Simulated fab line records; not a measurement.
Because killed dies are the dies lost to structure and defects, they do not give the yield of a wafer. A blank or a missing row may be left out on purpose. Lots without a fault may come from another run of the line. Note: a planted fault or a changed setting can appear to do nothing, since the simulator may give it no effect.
Comparing a struck lot with a sound one || flow gf180mcu || 14 steps out of a route of 602
Sound: wafers L768.1, L768.3, L768.6. The struck wafers were L785.2, L785.3, L785.6. The cause is given at the end.
At each step with rows: each side's tool, then ch and its chambers, then its first start. Under that, the readings that differ: sound wafers || struck wafers || difference of the means || sigmas: that difference in standard deviations of wafers without a fault.
alike: words and numbers the same on both sides, and readings whose means are apart by under 2 such deviations; not compared: readings that were withheld, readings missing a value for some wafer, numbers with overlapping values and no deviation given by the record, and bounds like >300 which may hide the same value.
A row with sigmas, a row that says differs or no value, or rows on one side alone: a step with any of these is where the two part. Non-overlapping numbers with no deviation appear without sigmas and do not part them. A reading missing from all wafers of one side parts the sides only when that side holds two or more wafers.

GF_V5_ETCH_16: etches BARC in N2/H2.
  sound on rie diel-02 ch 0,2,3, day 29 04:01; struck on rie diel-01 ch 1,2, day 33 12:48
  alike: drypump motor current A, oes product au, throttle valve pct
then, 4 steps without rows for these wafers: GF_V5_ETCH_17 (etches SiO2 in C4F8/O2/Ar, stops on TiN, target depth 855 nm); GF_V5_STRIP_18 (strips in O2/N2); GF_V5_STRIP_19 (strips in post etch residue remover, time 1200 s); GF_V5_CLEAN_20 (cleans in DIW).
GF_V5_SPUTTER_21: material Ti, target thk 15 nm, time 80.02 s.
  sound: pvd sputter-02 at day 29 04:45; struck: pvd sputter-02 at day 33 13:29
  alike: throttle valve pct
GF_V5_SPUTTER_22: material TiN, target thk 10 nm, time 40 s.
  sound: pvd sputter-02 at day 29 04:49; struck: pvd sputter-02 at day 33 13:34
  alike: throttle valve pct
GF_V5_CVD_23: deposits W, target thk 350 nm, time 104.9 s.
  sound on cvd w-01 ch 0, day 29 04:51; struck on cvd w-02 ch 0,1, day 33 13:36
{"reading": "heater power w (W)", "sound": "975 986 990", "struck": "672 839 668", "difference": -257, "sigmas": -2}
  alike: chamber pressure Torr
GF_V5_RS_MEAS_24: uses a four-point probe to measure.
  sound: film metro-02 at day 29 04:58; struck: film metro-02 at day 33 13:44
  alike: V5_W_RS
GF_V5_THK_MEAS_25: measures by xrf.
  sound: film metro-02 at day 29 05:05; struck: film metro-02 at day 33 13:50
  alike: V5_W_THK
GF_V5_CMP_26: polishes, stops on SiO2, t overpolish 15 s, target thk 0 nm.
  sound on cmp-02 ch 0,2,3, day 29 05:14; struck on cmp-01 ch 1,2, day 33 13:56
  alike: motor current A, overpolish run s, slurry filter dp kPa, time to endpoint s
then, 1 step without rows for these wafers: GF_TOP_METAL_SPUTTER_00 (material Ti, target thk 37.5 nm, time 150 s).
GF_TOP_METAL_SPUTTER_01: material TiN, target thk 30 nm, time 25 s.
  sound: pvd sputter-02 at day 29 05:32; struck: pvd sputter-03 at day 33 14:17
{"reading": "model.TiN_of_TOP_METAL_SPUTTER_01.thk nm (nm)", "sound": "30.47 30.66 30.08", "struck": "29.04 29.08 29.08", "difference": -1.34, "sigmas": ""}
  alike: throttle valve pct
then, 1 step without rows for these wafers: GF_TOP_METAL_SPUTTER_02 (material AlCu, target thk 900 nm, time 47.82 s).

== WHERE THEY PART ==
Only at GF_V5_CVD_23, as far as this record shows. Later steps at which nothing parts them and some readings are alike: GF_V5_RS_MEAS_24, GF_V5_THK_MEAS_25, GF_V5_CMP_26, GF_TOP_METAL_SPUTTER_01.

WHY: what had been put in by the simulator
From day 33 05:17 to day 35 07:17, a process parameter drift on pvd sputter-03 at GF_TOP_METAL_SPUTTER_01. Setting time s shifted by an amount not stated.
